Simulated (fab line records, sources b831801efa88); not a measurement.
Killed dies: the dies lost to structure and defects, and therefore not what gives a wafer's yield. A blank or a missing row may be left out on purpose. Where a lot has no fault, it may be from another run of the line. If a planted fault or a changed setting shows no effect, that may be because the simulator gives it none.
Struck lot and sound lot, side by side :: flow gf180mcu :: 16 steps out of a route of 602
Sound: the wafers L122.2, L122.3, L122.5. The struck wafers were L134.1, L134.2, L134.3. The cause comes at the end.
Order at every step that has rows: each side's tool, ch and its chambers, its first start. Under that, the readings that differ: sound wafers :: struck wafers :: difference of the means :: sigmas: that difference in standard deviations of wafers without a fault.
alike: words and numbers the same on both sides, and readings whose means are apart by under 2 such deviations; not compared: readings that were withheld, readings missing a value for some wafer, numbers with overlapping values and no deviation given by the record, and bounds like >300 which may hide the same value.
Wherever a step has rows on one side only, a row that says differs or no value, or a row with sigmas, the two part there. Numbers that don't overlap but have no deviation are shown without sigmas and don't part them. A reading missing from all wafers of one side parts the sides only when that side holds two or more wafers.

first, 5 steps without rows for these wafers: GF_M5_COAT_02 (resist thk 1000 nm); GF_M5_SOFTBAKE_03 (time 60 s); GF_M5_EXPOSE_04 (exposes mask Metal5, target cd 280 nm); GF_M5_PEB_05 (peb time 90 s); GF_M5_DEVELOP_06 (develop time 60 s).
GF_M5_CD_MEAS_07 targets a cd of 280 nm.
  sound: cd-sem-01 at day 29 05:52; struck: cd-sem-02 at day 31 21:19
  alike: cd-nm
GF_M5_OVL_MEAS_08:
  sound: overlay-01 at day 29 05:58; struck: overlay-01 at day 31 21:26
  alike: M5_OVL
GF_M5_ETCH_09: etches Si3N4 in CF4/O2, target depth 52 nm, time 11.6 s.
  sound on rie-diel-03 ch 2,3, day 29 06:00; struck on rie-diel-03 ch 0,1,3, day 31 21:28
  alike: drypump-motor-current-A, oes-product-au, throttle-valve-pct
  not compared: rf-hours-counter-h
GF_M5_METAL_ETCH_10: etches the open film in Cl2/BCl3, stops on SiO2, target depth 627.5 nm, time 104.6 s.
  sound on rie-metal-04 ch 0,1, day 29 06:01; struck on rie-metal-01 ch 0,1, day 31 21:29
  alike: drypump-motor-current-A, oes-product-au, throttle-valve-pct
  not compared: rf-hours-counter-h
GF_M5_STRIP_11: strips in O2/N2.
  sound on plasma-asher-01 ch 0,1, day 29 06:08; struck on plasma-asher-02 ch 0,1, day 31 21:36
  alike: drypump-motor-current-A, heater-power-w, oes-product-au, strip-time-to-endpoint-s
  not compared: rf-hours-counter-h
then, 2 steps without rows for these wafers: GF_M5_STRIP_12 (strips in post etch residue remover, time 1200 s); GF_M5_CLEAN_13 (cleans in DIW).
GF_V5_CVD_00: deposits SiO2, target thk 300 nm, time 50 s.
  sound on hdpcvd-02 ch 0,2, day 29 07:01; struck on hdpcvd-01 ch 0,1,2, day 31 22:08
reading: sih4-flow-sccm (sccm)
sound: 60.06 60.28 60.32
struck: 50.85 51.00 50.70
difference: -9.37
sigmas: -49

reading: model.SiO2_of_V5_CVD_00.thk-nm (nm)
sound: 306.9 305.7 306.3
struck: 257.4 259.1 259.3
difference: -47.7
sigmas: 
GF_V5_THK_MEAS_01:
  sound: film-metro-03 at day 29 07:04; struck: film-metro-02 at day 31 22:11
reading: V5_CVD_00_THK (nm)
sound: 307 306 306
struck: 257 259 260
difference: -48
sigmas: -16
GF_V5_CVD_02: deposits SiO2 from TEOS, target thk 1450 nm, time 163.28 s.
  sound on pecvd-01 ch 0,1,2, day 29 07:07; struck on pecvd-02 ch 0,1,2, day 31 22:14
  alike: heater-power-w
  not compared: since-wet-clean-h
GF_PASSIVATION_PROBE_99:
  the record holds rows for the sound wafers here (prober-01, day 31 19:49) but none for the struck ones

== WHERE THEY PART ==
At GF_V5_CVD_00 first; at GF_PASSIVATION_PROBE_99 last (within this record only).

WHY: whatever the simulator had introduced
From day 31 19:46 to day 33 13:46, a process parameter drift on hdpcvd-01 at GF_V5_CVD_00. Setting sih4-flow-sccm, moved by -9, from 60. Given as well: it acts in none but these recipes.
